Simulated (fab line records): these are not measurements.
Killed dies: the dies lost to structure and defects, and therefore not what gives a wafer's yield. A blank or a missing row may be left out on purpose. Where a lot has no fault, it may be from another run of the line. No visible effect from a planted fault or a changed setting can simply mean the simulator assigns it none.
Which tool was responsible?    flow sky130    7 lots with 21 wafers sampled at 3 steps, on a route of 708 steps

WHAT EACH GAUGE READ, for each wafer
SKY_LDD_LDN_TW_MEAS_13.
lot   measured      on             LDD_LDN_TW
L338  day 23 07:14  film metro-01  1464 1467 1469
L343  day 25 05:12  film metro-01  1472 1474 1459
L345  day 26 09:24  film metro-01  1457 1464 1458
L347  day 26 18:53  film metro-01  1337 1339 1332
L349  day 27 15:53  film metro-01  1348 1349 1341
L353  day 29 00:33  film metro-01  1463 1454 1467
L358  day 30 11:19  film metro-03  1481 1481 1493

WHAT TOOL EACH LOT RAN ON (gives the tool, then ch and the chambers of the sampled wafers, and finally the start)
lot   SKY_LDD_HVP_STRIP_09                  SKY_LDD_LDN_IMPLANT_11
L338  plasma asher-03 ch 0,1, day 22 00:28  implanter-03 ch 0, day 23 06:59
L343  plasma asher-02 ch 1, day 23 21:38    implanter-02 ch 0, day 25 04:58
L345  plasma asher-03 ch 0,1, day 25 02:50  implanter-03 ch 0, day 26 09:10
L347  plasma asher-03 ch 0,1, day 25 12:44  implanter-03, day 26 18:38
L349  plasma asher-03 ch 0,1, day 26 10:23  implanter-01, day 27 15:38
L353  plasma asher-03 ch 1, day 27 19:29    implanter-02 ch 0, day 29 00:19
L358  plasma asher-03 ch 0,1, day 29 06:12  implanter-01 ch 0, day 30 11:05
- SKY_LDD_HVP_STRIP_09: strips in O2/N2.
- SKY_LDD_LDN_IMPLANT_11

THE ANSWER, worked out from the rows above alone
Rule: what is usual is taken from the lots themselves. The widest of any qualifying gaps counts: lots, ordered by their means at a reading, are off when they make up no more than a third of the lots, leave a main group of 4 or more, and stand apart from it by 3 or more times the standard deviation of that group's means. The tables above print the reading to a certain number of digits; a main group whose means all agree to those digits is not used. A lot without any number at a reading at which 4 lots or more have one is off too. Where the step has rows for the other lots, those lots are counted as sound.
Off: at SKY_LDD_LDN_TW_MEAS_13 (LDD_LDN_TW), L347, L349. The main group has a mean of 1468 with a standard deviation of 9.
If a tool, at a process step before that reading, ran all the lots that are off and no sound lot after the first of them, it fits. Gauges at SKY_LDD_LDN_TW_MEAS_13: tried the same way as those tools. Not one of the candidates tried fits.

WHAT THE SIMULATOR PUT IN
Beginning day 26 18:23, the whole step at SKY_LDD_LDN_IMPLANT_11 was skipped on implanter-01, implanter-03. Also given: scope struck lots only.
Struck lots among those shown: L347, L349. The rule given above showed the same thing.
